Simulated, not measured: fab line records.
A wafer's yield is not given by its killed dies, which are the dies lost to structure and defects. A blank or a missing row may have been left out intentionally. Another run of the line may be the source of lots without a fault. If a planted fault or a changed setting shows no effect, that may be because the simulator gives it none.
8D (eight disciplines) problem report, filled in by code ; flow gf180mcu ; the parts of the form that need people (team, actions taken, sign-off) are left out

## 1. WHAT IS WRONG
Across 9 wafers from 3 lots, HV_LDD_TW at GF_HV_LDD_TW_MEAS_11 averages 2573, while fault-free wafers read 2415 with a standard deviation of 22. Measured from the usual mean, that is +7.2 standard deviations.
The first sign was on wafer L254.1 at day 15 17:05, on filmMetro-03. Wafers with a number at this step in the record: 36, from 12 lots. Rule for "out", or "out of limits": more than 4 standard deviations from the usual mean. The rest of the wafers with a number are treated as sound.

## 2. WHAT THIS IS AND IS NOT
question;is;is not
which readings at this step;HV_LDD_TW;-
which lots;L254, L255, L256;L236, L241, L243, L244, L251, L253, L257, L258, L259
which wafers of those lots;all that have a number;-
read on which gauges;filmMetro-03, filmMetro-04;filmMetro-02
when;from day 15 17:05;"up to then (18 sound wafers); but 9 sound wafers of L257, L258, L259 came after"

## 3. WHAT RULES OUT EACH SUSPECT
Counting: a tool at a process step up to the reading stays a suspect if it ran every lot that is out and no sound lot after the first of them.
- the gauge at GF_HV_LDD_TW_MEAS_11 has been ruled out. 2 gauges (filmMetro-03, filmMetro-04) read the wafers that are out.
- cmp-02 at GF_STI_CMP_25 (polishes, stops on Si3N4, t overpolish 33 s, target thk 524.6 nm): ruled out as a lasting fault. Sound lots L257, L258 ran on it after its first lot that is out, L254 (day 6 01:40).
- implanter-01 at GF_HV_LDD_IMPLANT_09: kept. Every lot that is out went through it, starting with L254 (day 15 16:50), and after that it ran no sound lot; the last sound lot it ran before then is L244 (day 12 10:04). Its own readings are out on those wafers: beamEnergyKeV.
The count leaves implanter-01 at GF_HV_LDD_IMPLANT_09.

## 4. THE CAUSE (what the simulator had put in)
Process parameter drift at GF_HV_LDD_IMPLANT_09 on implanter-01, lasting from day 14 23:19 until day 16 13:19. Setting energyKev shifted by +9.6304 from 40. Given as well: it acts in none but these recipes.
The count eliminated every tool but this one.

## 5. THE EFFECT CHAIN, in route order
Each row: a reading where the mean over the struck wafers with a number is more than 3 standard deviations away from the usual. Readings are gone through only where the record gives a usual standard deviation; hours: the median, over the lots, of the time from a lot's start at the first step in this table giving one to that lot's start at this step; sigmas: the change measured in usual standard deviations.
hours;step;reading;usual;on struck wafers;change;sigmas
0;GF_HV_LDD_IMPLANT_09;beamEnergyKeV;40.001;49.632;+9.631;+99 or more
0;GF_HV_LDD_TW_MEAS_11;HV_LDD_TW;2415;2573;+158;+7.2
71;GF_HV_LDD_RS_MEAS_53;HV_LDD_RS;418.2 ohm/sq;413.3;-4.9;-5.5
Here are the process steps it includes:
- GF_HV_LDD_IMPLANT_09

## 6. WHAT WOULD HAVE CAUGHT IT SOONER
In this record the first reading out of limits at a measuring or inspecting step was taken at day 15 17:05, 18 hours after the fault began at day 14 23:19.
At GF_HV_LDD_IMPLANT_09, the tool's own readings (beamEnergyKeV) were out on each struck wafer the step has a row for, so an alarm limit on them would have fired on the first such wafer.
Of the lots that are out (3), L255, L256 began GF_HV_LDD_IMPLANT_09 on implanter-01 after day 15 17:05. A hold on the tool at that time would have spared those 2.
